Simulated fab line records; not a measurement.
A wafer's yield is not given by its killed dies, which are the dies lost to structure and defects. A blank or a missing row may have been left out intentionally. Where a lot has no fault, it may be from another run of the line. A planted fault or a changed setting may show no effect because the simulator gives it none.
What tool caused it?    flow sky130    13 lots with 39 wafers sampled at 6 steps, on a route of 708 steps

== WHAT EACH GAUGE READ, for each wafer ==
SKY_NWELL_TW_MEAS_26. Usual: for NWELL_2_TW the level is 495 and the standard deviation is 4.7.
lot   measured      on            NWELL_2_TW   flag
L235  day 5 12:41   filmMetro-01  491 490 491  
L237  day 5 19:29   filmMetro-01  495 494 496  
L238  day 6 08:17   filmMetro-01  489 493 493  
L239  day 6 08:49   filmMetro-01  492 493 495  
L241  day 6 19:32   filmMetro-01  31 31 31     OFF
L250  day 9 04:14   filmMetro-02  494 491 494  
L251  day 9 16:35   filmMetro-04  498 501 499  
L252  day 9 18:06   filmMetro-01  491 493 490  
L253  day 10 07:02  filmMetro-01  491 491 490  
L254  day 10 05:14  filmMetro-04  507 504 503  
L256  day 10 15:29  filmMetro-01  492 493 491  
L257  day 10 21:08  filmMetro-04  502 502 503  
L258  day 11 04:38  filmMetro-04  504 505 504  

SKY_VT_ADJUST_HVTR_CD_MEAS_07 targets a cd of 380 nm. Usual: 379.9 nm for cdNm, sd 2.2.
lot   measured      on        cdNm (nm)          flag
L235  day 9 19:21   cdSem-01  379.6 381.7 378.9  
L237  day 10 04:15  cdSem-01  379.0 379.7 378.9  
L238  day 10 18:48  cdSem-01  377.0 378.4 377.5  
L239  day 10 19:58  cdSem-02  387.0 385.0 382.9  
L241  day 11 09:03  cdSem-02  381.6 379.2 381.0  
L250  day 14 03:03  cdSem-02  379.8 381.9 381.6  
L251  day 14 19:58  cdSem-02  379.8 376.0 377.0  
L252  day 14 22:13  cdSem-02  376.2 378.0 378.0  
L253  day 15 12:30  cdSem-02  377.1 375.4 376.7  
L254  day 15 10:48  cdSem-02  377.3 378.9 378.7  
L256  day 15 21:35  cdSem-01  378.9 380.4 381.1  
L257  day 16 05:13  cdSem-01  379.4 378.1 380.2  
L258  day 16 13:14  cdSem-02  381.2 383.0 383.6  

== EACH LOT AND THE TOOL THAT RAN IT (in order: tool; ch and the chambers of the sampled wafers; start) ==
lot   SKY_FIELD_ISO_ETCH_17           SKY_NWELL_STRIP_14                   SKY_NWELL_STRIP_25                   SKY_VT_ADJUST_LVTN_STRIP_20
L235  rieSi-01 ch 0,1,3, day 2 05:56  plasmaAsher-04 ch 1, day 4 18:44     plasmaAsher-03 ch 0,1, day 5 12:35   plasmaAsher-03 ch 0,1, day 7 23:41
L237  rieSi-02 ch 0,2, day 2 15:14    plasmaAsher-04 ch 0,1, day 5 01:02   plasmaAsher-01 ch 0,1, day 5 19:23   plasmaAsher-02 ch 0,1, day 8 08:26
L238  rieSi-02 ch 1,2, day 3 02:02    plasmaAsher-01 ch 0,1, day 5 13:53   plasmaAsher-04 ch 0,1, day 6 08:11   plasmaAsher-02 ch 0,1, day 8 21:47
L239  rieSi-01 ch 0,1,3, day 3 02:17  plasmaAsher-04 ch 0,1, day 5 14:13   plasmaAsher-03 ch 0,1, day 6 08:44   plasmaAsher-03 ch 0,1, day 8 22:43
L241  rieSi-01 ch 0,1,2, day 3 11:52  plasmaAsher-04 ch 0,1, day 6 00:26   plasmaAsher-01 ch 0,1, day 6 19:26   plasmaAsher-01 ch 0,1, day 9 11:03
L250  rieSi-02 ch 0,1,2, day 5 13:08  plasmaAsher-01 ch 0,1, day 8 06:41   plasmaAsher-03 ch 0,1, day 9 04:08   plasmaAsher-03 ch 0,1, day 12 02:11
L251  rieSi-02 ch 0,1,3, day 5 19:23  plasmaAsher-01 ch 0,1, day 8 18:29   plasmaAsher-01 ch 1, day 9 16:29     plasmaAsher-01 ch 0,1, day 12 16:41
L252  rieSi-01 ch 0,1,2, day 5 21:17  plasmaAsher-04 ch 0,1, day 8 19:26   plasmaAsher-03 ch 0,1, day 9 17:59   plasmaAsher-02 ch 0,1, day 12 18:05
L253  rieSi-01 ch 2,3, day 6 08:28    plasmaAsher-04 ch 1, day 9 07:56     plasmaAsher-01 ch 0,1, day 10 06:56  plasmaAsher-02 ch 0,1, day 13 07:51
L254  rieSi-02 ch 0,1,2, day 6 08:47  plasmaAsher-04 ch 0,1, day 9 06:56   plasmaAsher-01 ch 0,1, day 10 05:08  plasmaAsher-03 ch 0,1, day 13 06:14
L256  rieSi-02 ch 1,2,3, day 6 18:37  plasmaAsher-04 ch 0,1, day 9 16:41   plasmaAsher-01 ch 0,1, day 10 15:23  plasmaAsher-02 ch 0,1, day 13 17:05
L257  rieSi-02 ch 0,1, day 7 00:28    plasmaAsher-01 ch 0,1, day 9 21:59   plasmaAsher-01 ch 1, day 10 21:02    plasmaAsher-03 ch 1, day 14 00:00
L258  rieSi-01 ch 0,2,3, day 7 05:07  plasmaAsher-04 ch 0,1, day 10 05:05  plasmaAsher-01 ch 0,1, day 11 04:32  plasmaAsher-02 ch 0,1, day 14 07:39
- SKY_FIELD_ISO_ETCH_17: etches Si in HBr/Cl2/O2, target depth 342 nm, time 97.7 s.
- SKY_NWELL_STRIP_14: strips in O2/N2.
- SKY_NWELL_STRIP_25: strips in O2/N2.
- SKY_VT_ADJUST_LVTN_STRIP_20: strips in O2/N2.

== WHAT THE TOOLS THEMSELVES READ (means of the sampled wafers that have a number; where no wafer has one, the mark that the record gives instead) ==
SKY_FIELD_ISO_ETCH_17. Usual: drypumpMotorCurrentA 5.6 A, standard deviation 0.44; oesProductAu 0.997 a.u., standard deviation 0.0088; throttleValvePct 25.657 %, standard deviation 0.0094.
lot   tool      drypumpMotorCurrentA (A)  oesProductAu (a.u.)  throttleValvePct (%)  flag
L235  rieSi-01  5.2                       1.002                25.658                
L237  rieSi-02  5.6                       0.996                25.661                
L238  rieSi-02  6.0                       0.998                25.656                
L239  rieSi-01  5.1                       0.995                25.655                
L241  rieSi-01  5.3                       0.994                25.650                
L250  rieSi-02  5.8                       0.991                25.661                
L251  rieSi-02  6.0                       1.000                25.649                
L252  rieSi-01  5.3                       0.994                25.656                
L253  rieSi-01  5.1                       0.992                25.662                
L254  rieSi-02  5.8                       0.996                25.663                
L256  rieSi-02  6.0                       0.999                25.662                
L257  rieSi-02  6.1                       1.008                25.656                
L258  rieSi-01  5.1                       0.999                25.660                

SKY_NWELL_STRIP_14. Usual: drypumpMotorCurrentA 5.9 A, standard deviation 0.47; oesProductAu 0.722 a.u., standard deviation 0.005; stripTimeToEndpointS 36.93 s, standard deviation 0.11.
lot   tool            drypumpMotorCurrentA (A)  oesProductAu (a.u.)  stripTimeToEndpointS (s)  flag
L235  plasmaAsher-04  5.3                       0.719                37.11                     
L237  plasmaAsher-04  5.5                       0.728                36.81                     
L238  plasmaAsher-01  6.5                       0.721                36.97                     
L239  plasmaAsher-04  5.8                       0.726                37.08                     
L241  plasmaAsher-04  5.5                       0.958                -                         OFF
L250  plasmaAsher-01  6.3                       0.723                36.92                     
L251  plasmaAsher-01  6.3                       0.725                36.96                     
L252  plasmaAsher-04  5.5                       0.729                36.95                     
L253  plasmaAsher-04  5.3                       0.727                36.93                     
L254  plasmaAsher-04  5.8                       0.723                36.94                     
L256  plasmaAsher-04  5.8                       0.724                37.05                     
L257  plasmaAsher-01  6.5                       0.723                36.88                     
L258  plasmaAsher-04  5.8                       0.723                36.85                     

SKY_NWELL_STRIP_25. Usual: drypumpMotorCurrentA 6.0 A, standard deviation 0.45; oesProductAu 0.723 a.u., standard deviation 0.0041; stripTimeToEndpointS 36.94 s, standard deviation 0.088.
lot   tool            drypumpMotorCurrentA (A)  oesProductAu (a.u.)  stripTimeToEndpointS (s)  flag
L235  plasmaAsher-03  5.8                       0.722                36.96                     
L237  plasmaAsher-01  6.5                       0.723                36.93                     
L238  plasmaAsher-04  5.8                       0.723                36.81                     
L239  plasmaAsher-03  5.8                       0.719                37.02                     
L241  plasmaAsher-01  6.5                       0.726                48.64                     OFF
L250  plasmaAsher-03  5.8                       0.724                36.98                     
L251  plasmaAsher-01  6.7                       0.720                36.96                     
L252  plasmaAsher-03  5.8                       0.723                36.87                     
L253  plasmaAsher-01  6.3                       0.722                36.95                     
L254  plasmaAsher-01  6.4                       0.719                36.95                     
L256  plasmaAsher-01  6.5                       0.724                37.02                     
L257  plasmaAsher-01  6.7                       0.721                36.94                     
L258  plasmaAsher-01  6.3                       0.721                36.92                     

SKY_VT_ADJUST_LVTN_STRIP_20. Usual: drypumpMotorCurrentA 5.94 A, standard deviation 0.26; oesProductAu 0.716 a.u., standard deviation 0.0041; stripTimeToEndpointS 14.20 s, standard deviation 0.033.
lot   tool            drypumpMotorCurrentA (A)  oesProductAu (a.u.)  stripTimeToEndpointS (s)  flag
L235  plasmaAsher-03  5.74                      0.712                14.20                     
L237  plasmaAsher-02  5.97                      0.717                14.22                     
L238  plasmaAsher-02  5.88                      0.715                14.22                     
L239  plasmaAsher-03  5.76                      0.718                14.20                     
L241  plasmaAsher-01  6.32                      0.717                14.22                     
L250  plasmaAsher-03  5.80                      0.717                14.13                     
L251  plasmaAsher-01  6.29                      0.712                14.19                     
L252  plasmaAsher-02  5.89                      0.716                14.23                     
L253  plasmaAsher-02  5.89                      0.719                14.19                     
L254  plasmaAsher-03  5.80                      0.713                14.20                     
L256  plasmaAsher-02  5.88                      0.715                14.16                     
L257  plasmaAsher-03  5.69                      0.719                14.19                     
L258  plasmaAsher-02  5.89                      0.719                14.17                     

== THE ANSWER, worked out from the rows above alone ==
Rule: lot off if the mean of its wafers having a number is beyond 3 standard deviations from the usual mean. A lot without any number at a reading at which 4 lots or more have one is off too. Where the step has rows for the other lots, those lots are counted as sound. After the gauges, taken in route order, come the tools' own readings; for these a lot's mean is taken, as printed above. At the first step where some lot is off, the reading lying furthest off is the one used; lots without a number count as furthest.
Off: L241, at SKY_NWELL_TW_MEAS_26 (NWELL_2_TW).
If a tool, at a process step before that reading, ran all the lots that are off and no sound lot after the first of them, it fits. The gauges at SKY_NWELL_TW_MEAS_26 aren't tried: what is off there is off at SKY_NWELL_STRIP_14 too, on other tools, and a gauge's error can't cause that. Of those tried, none fits.

== WHAT THE SIMULATOR PUT IN ==
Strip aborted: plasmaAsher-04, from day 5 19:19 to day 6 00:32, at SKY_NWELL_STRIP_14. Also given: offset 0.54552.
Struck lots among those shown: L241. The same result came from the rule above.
